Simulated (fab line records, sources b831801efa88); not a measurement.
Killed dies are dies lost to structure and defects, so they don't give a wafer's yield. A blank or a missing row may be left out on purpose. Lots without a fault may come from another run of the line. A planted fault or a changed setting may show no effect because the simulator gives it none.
A struck lot beside a sound one | flow sky130 | 17 steps out of a route of 708
Sound: wafers L124.1, L124.2, L124.4. Struck: wafer L132.1. (L132.6 of the same lot was not struck and is left out.) The cause comes at the end.
At each step with rows: each side's tool, then ch and its chambers, then its first start. Under that, the readings that differ: sound wafers | struck wafers | difference of the means | sigmas: that difference in standard deviations of wafers without a fault.
alike: readings whose means differ by less than 2 such deviations, and words and numbers that are the same on both sides. not compared: withheld readings, readings that some wafer has no value for, bounds like >300 that may hide the same value, and numbers for which the record gives no deviation and whose values overlap.
The two part at a step that has a row with sigmas, a row that says differs or no value, or rows on one side only. Numbers that don't overlap but have no deviation are shown without sigmas and don't part them. A reading that every wafer of one side lacks parts them only if that side has two wafers or more.

first, 1 step without rows for these wafers: SKY_VT_ADJUST_NCORE_IMPLANT_09.
SKY_VT_ADJUST_NCORE_STRIP_10: strips in O2/N2.
  sound on plasma_asher-03 ch 0,1, day 9 13:31; struck on plasma_asher-04 ch 0, day 11 18:58
  reading                      | sound             | struck | difference | sigmas
  strip_time_to_endpoint_s (s) | 14.22 14.28 14.25 | 14.18  | -0.07      | -2
  alike: drypump_motor_current_A, oes_product_au
  not compared: rf_hours_counter_h
SKY_VT_ADJUST_NCORE_TW_MEAS_11:
  sound on film_metro-01, day 9 13:37; struck on film_metro-04, day 11 19:04
  alike: VT_ADJUST_NCORE_TW
then, 7 steps without rows for these wafers: SKY_VT_ADJUST_HVTR_DEHYDRATE_00 (time 60 s); SKY_VT_ADJUST_HVTR_HMDS_01 (prime time 60 s); SKY_VT_ADJUST_HVTR_COAT_02 (resist thk 1140 nm); SKY_VT_ADJUST_HVTR_SOFTBAKE_03 (time 60 s); SKY_VT_ADJUST_HVTR_EXPOSE_04 (exposes mask HVTRM, target cd 380 nm); SKY_VT_ADJUST_HVTR_PEB_05; SKY_VT_ADJUST_HVTR_DEVELOP_06 (develop time 60 s).
SKY_VT_ADJUST_HVTR_CD_MEAS_07: target cd 380 nm.
  sound on cd_sem-02, day 10 12:07; struck on cd_sem-02, day 12 19:04
  alike: cd_nm
SKY_VT_ADJUST_HVTR_OVL_MEAS_08:
  sound on overlay-02, day 10 12:14; struck on overlay-02, day 12 19:11
  alike: VT_ADJUST_HVTR_OVL
SKY_VT_ADJUST_HVTR_IMPLANT_09:
  sound on implanter-01 ch 0, day 10 12:16; struck on implanter-03 ch 0, day 12 19:13
  reading            | sound             | struck | difference | sigmas
  beam_on_s (s)      | 10.33 9.83 10.18  | 7.78   | -2.33      | -12
  faraday_current_uA | 11.41 12.03 11.59 | 15.30  | +3.62      | +16
SKY_VT_ADJUST_HVTR_STRIP_10: strips in O2/N2.
  sound on plasma_asher-04 ch 0,1, day 10 12:25; struck on plasma_asher-04 ch 1, day 12 19:22
  alike: drypump_motor_current_A, oes_product_au, strip_time_to_endpoint_s
  not compared: rf_hours_counter_h
SKY_VT_ADJUST_HVTR_TW_MEAS_11:
  sound on film_metro-02, day 10 12:31; struck on film_metro-03, day 12 19:28
  reading           | sound             | struck | difference | sigmas
  VT_ADJUST_HVTR_TW | 213.1 212.2 211.6 | 195.1  | -17.2      | -10
then, 1 step without rows for these wafers: SKY_VT_ADJUST_PCH_DEHYDRATE_00 (time 60 s).
-- the record jumps here: 36 days lie between the struck wafers' starts before and after (it left off in module VT_ADJUST_PCH and takes up again in module PAD_OPEN, whose first step shown is number 708 of the route) --
SKY_PAD_OPEN_PROBE_99:
  sound on prober-01, day 46 14:43; struck on prober-01, day 48 15:58
  reading                                  | sound                   | struck  | difference | sigmas
  killed_at_front_end                      | 17 12 14                | 26      | +12        | +3
  model.etest.pfet_01v8_mvt.drive_ua_um    | 154.5 152.5 154.6       | 146     | -8         |
  model.etest.pfet_01v8_mvt.off_log10_a_um | -10.73 -10.47 -10.42    | -11.54  | -1.00      |
  model.etest.pfet_01v8_mvt.vt_sat_v (V)   | -0.5742 -0.5666 -0.5696 | -0.6314 | -0.0613    |
  model.etest.pfet_01v8_mvt.vt_v (V)       | -0.6644 -0.6591 -0.6628 | -0.7075 | -0.0454    |
  model.etest.pfet_01v8_mvt.vt_long_v (V)  | -0.8672 -0.8662 -0.8685 | -0.9078 | -0.0405    |
  alike: killed_at_M0_to_M3, killed_at_M4_up, killed_at_contacts, killed_at_other, killed_dies, killed_open, killed_short

WHERE THEY PART
First at SKY_VT_ADJUST_NCORE_STRIP_10; last, within this record, at SKY_PAD_OPEN_PROBE_99.

WHY: what the simulator had put in
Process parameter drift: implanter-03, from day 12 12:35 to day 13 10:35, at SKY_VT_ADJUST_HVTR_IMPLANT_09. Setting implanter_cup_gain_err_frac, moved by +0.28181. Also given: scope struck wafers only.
